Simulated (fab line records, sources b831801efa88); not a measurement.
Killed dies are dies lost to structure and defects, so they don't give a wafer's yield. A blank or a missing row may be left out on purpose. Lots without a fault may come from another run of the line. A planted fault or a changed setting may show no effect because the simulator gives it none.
Which tool did it? | flow sky130 | 12 lots, 36 wafers sampled, at 5 steps of a route of 708

WHAT THE GAUGES READ, wafer by wafer
SKY_LDD_N_OVL_MEAS_07.
lot  | measured     | on         | LDD_N_OVL (nm)
L170 | day 18 21:28 | overlay-02 | 1.6 1.8 2.6
L171 | day 19 02:43 | overlay-01 | -1.2 -1.5 -2.0
L173 | day 19 15:04 | overlay-02 | 5.0 4.7 4.3
L174 | day 20 12:01 | overlay-02 | 3.5 3.1 2.7
L178 | day 21 15:44 | overlay-02 | 1.0 0.1 1.7
L181 | day 22 12:10 | overlay-01 | 0.2 0.3 -0.6
L182 | day 22 19:55 | overlay-01 | -0.5 -1.3 -0.5
L183 | day 23 01:00 | overlay-01 | 1.0 -0.7 -0.4
L185 | day 23 16:10 | overlay-01 | 3.4 1.3 2.1
L186 | day 24 07:12 | overlay-01 | 1.6 2.0 -0.3
L190 | day 25 11:35 | overlay-02 | -1.4 -2.0 -1.3
L191 | day 25 18:02 | overlay-02 | 0.1 -0.2 -0.1

SKY_LDD_LDN_TW_MEAS_13.
lot  | measured     | on            | LDD_LDN_TW
L170 | day 24 00:50 | film_metro-01 | 1471 1472 1468
L171 | day 24 06:18 | film_metro-04 | 1471 1465 1468
L173 | day 24 17:19 | film_metro-04 | 1474 1469 1473
L174 | day 25 13:57 | film_metro-04 | 1461 1462 1468
L178 | day 26 15:25 | film_metro-01 | 1458 1466 1462
L181 | day 27 11:13 | film_metro-01 | 1356 1357 1357 1352 1352 1360
L182 | day 27 18:35 | film_metro-02 | 1366 1369 1373 1371 1373 1369
L183 | day 28 00:15 | film_metro-01 | 1472 1470 1469
L185 | day 28 14:38 | film_metro-04 | 1472 1467 1463
L186 | day 29 05:48 | film_metro-02 | 1475 1483 1469
L190 | day 30 08:55 | film_metro-04 | 1471 1469 1468
L191 | day 30 14:47 | film_metro-01 | 1461 1460 1454

SKY_POLY_CUT_CD_MEAS_08: target cd 270 nm.
lot  | measured     | on        | cd_nm (nm)
L170 | day 25 07:50 | cd_sem-02 | 271.4 271.3 272.1
L171 | day 25 13:48 | cd_sem-01 | 271.0 271.9 273.1
L173 | day 25 23:49 | cd_sem-01 | 269.9 270.2 268.3
L174 | day 26 21:09 | cd_sem-01 | 269.6 270.2 269.7
L178 | day 27 21:37 | cd_sem-02 | 269.8 269.4 271.1
L181 | day 28 17:28 | cd_sem-02 | 268.0 266.8 266.8
L182 | day 29 01:09 | cd_sem-02 | 267.8 266.6 267.2
L183 | day 29 06:22 | cd_sem-02 | 271.4 271.8 271.9
L185 | day 29 21:02 | cd_sem-01 | 268.5 268.0 266.9
L186 | day 30 13:44 | cd_sem-01 | 270.2 269.6 269.8
L190 | day 31 14:48 | cd_sem-02 | 271.1 271.2 270.5
L191 | day 31 19:59 | cd_sem-01 | 272.2 271.6 270.9

WHICH TOOL RAN EACH LOT (tool, then ch and the chambers of the sampled wafers, then the start)
lot  | SKY_LDD_HVP_STRIP_09                 | SKY_LDD_LDN_IMPLANT_08
L170 | plasma_asher-02 ch 0,1, day 22 18:20 | implanter-01 ch 0, day 24 00:08
L171 | plasma_asher-02 ch 0,1, day 22 23:35 | implanter-01 ch 0, day 24 05:38
L173 | plasma_asher-04 ch 0,1, day 23 11:20 | implanter-04 ch 0, day 24 16:38
L174 | plasma_asher-03 ch 0,1, day 24 07:44 | implanter-01 ch 0, day 25 13:17
L178 | plasma_asher-03 ch 0,1, day 25 09:51 | implanter-04 ch 0, day 26 14:45
L181 | plasma_asher-03 ch 0,1, day 26 05:38 | implanter-04 ch 0, day 27 10:32
L182 | plasma_asher-04 ch 0,1, day 26 13:35 | implanter-04 ch 0, day 27 17:54
L183 | plasma_asher-04 ch 0,1, day 26 19:05 | implanter-02 ch 0, day 27 23:34
L185 | plasma_asher-02 ch 0,1, day 27 09:08 | implanter-01 ch 0, day 28 13:57
L186 | plasma_asher-04 ch 0,1, day 28 00:34 | implanter-02 ch 0, day 29 05:07
L190 | plasma_asher-04 ch 0,1, day 29 03:26 | implanter-04 ch 0, day 30 08:15
L191 | plasma_asher-02 ch 0,1, day 29 09:22 | implanter-04 ch 0, day 30 14:05
- SKY_LDD_HVP_STRIP_09: strips in O2/N2.
- SKY_LDD_LDN_IMPLANT_08

WHAT THE TOOLS THEMSELVES READ (means of the sampled wafers that have a number; where no wafer has one, the mark that the record gives instead)
SKY_LDD_HVP_STRIP_09.
lot  | tool            | drypump_motor_current_A (A) | oes_product_au (a.u.) | strip_time_to_endpoint_s (s)
L170 | plasma_asher-02 | 5.3                         | 0.406                 | 4.128
L171 | plasma_asher-02 | 5.7                         | 0.408                 | 4.142
L173 | plasma_asher-04 | 5.9                         | 0.413                 | 4.140
L174 | plasma_asher-03 | 6.1                         | 0.408                 | 4.133
L178 | plasma_asher-03 | 6.2                         | 0.410                 | 4.124
L181 | plasma_asher-03 | 6.2                         | 0.405                 | 4.145
L182 | plasma_asher-04 | 5.7                         | 0.407                 | 4.124
L183 | plasma_asher-04 | 5.8                         | 0.409                 | 4.121
L185 | plasma_asher-02 | 5.6                         | 0.408                 | 4.135
L186 | plasma_asher-04 | 5.7                         | 0.414                 | 4.138
L190 | plasma_asher-04 | 5.8                         | 0.411                 | 4.122
L191 | plasma_asher-02 | 5.3                         | 0.410                 | 4.131

SKY_LDD_LDN_IMPLANT_08.
lot  | tool         | dose_ions_cm2 | faraday_current_uA
L170 | implanter-01 | 1.2496e+13    | 70.3
L171 | implanter-01 | 1.2506e+13    | 69.6
L173 | implanter-04 | 1.2513e+13    | 70.9
L174 | implanter-01 | 1.2503e+13    | 71.5
L178 | implanter-04 | 1.2502e+13    | 72.2
L181 | implanter-04 | 1.2563e+12    | 7.0
L182 | implanter-04 | 1.2467e+12    | 7.2
L183 | implanter-02 | 1.2496e+13    | 69.7
L185 | implanter-01 | 1.2488e+13    | 69.8
L186 | implanter-02 | 1.2476e+13    | 70.2
L190 | implanter-04 | 1.2506e+13    | 70.3
L191 | implanter-04 | 1.2505e+13    | 70.0

THE ANSWER, worked out from the rows above alone
Rule: what is usual is taken from the lots themselves. Put in order of their means at a reading, lots are off if they are a third of the lots or fewer, leave a main group of 4 or more, and stand apart from it by a gap of 3 or more times the standard deviation of the main group's means; of several such gaps the widest counts. A main group whose means are all the same, to the digits that the tables above print for the reading, isn't used. A lot without any number at a reading at which 4 lots or more have one is off too. The other lots that the step has rows for count as sound. The gauges are gone through in route order, then the tools' own readings, and for those a lot's mean is taken as printed above. The first step at which some lot is off is used, and at that step the reading that is off furthest; a lot without a number counts as furthest.
Off: L181, L182, at SKY_LDD_LDN_TW_MEAS_13 (LDD_LDN_TW). The main group: mean 1468, standard deviation 4.8.
A tool fits if, at a process step before that reading, it ran every lot that is off, and no sound lot after the first of them. The gauges at SKY_LDD_LDN_TW_MEAS_13 aren't tried: what is off there is off at SKY_LDD_LDN_IMPLANT_08 too, on other tools, and a gauge's error can't cause that. None of those tried fits.

WHAT THE SIMULATOR HAD PUT IN
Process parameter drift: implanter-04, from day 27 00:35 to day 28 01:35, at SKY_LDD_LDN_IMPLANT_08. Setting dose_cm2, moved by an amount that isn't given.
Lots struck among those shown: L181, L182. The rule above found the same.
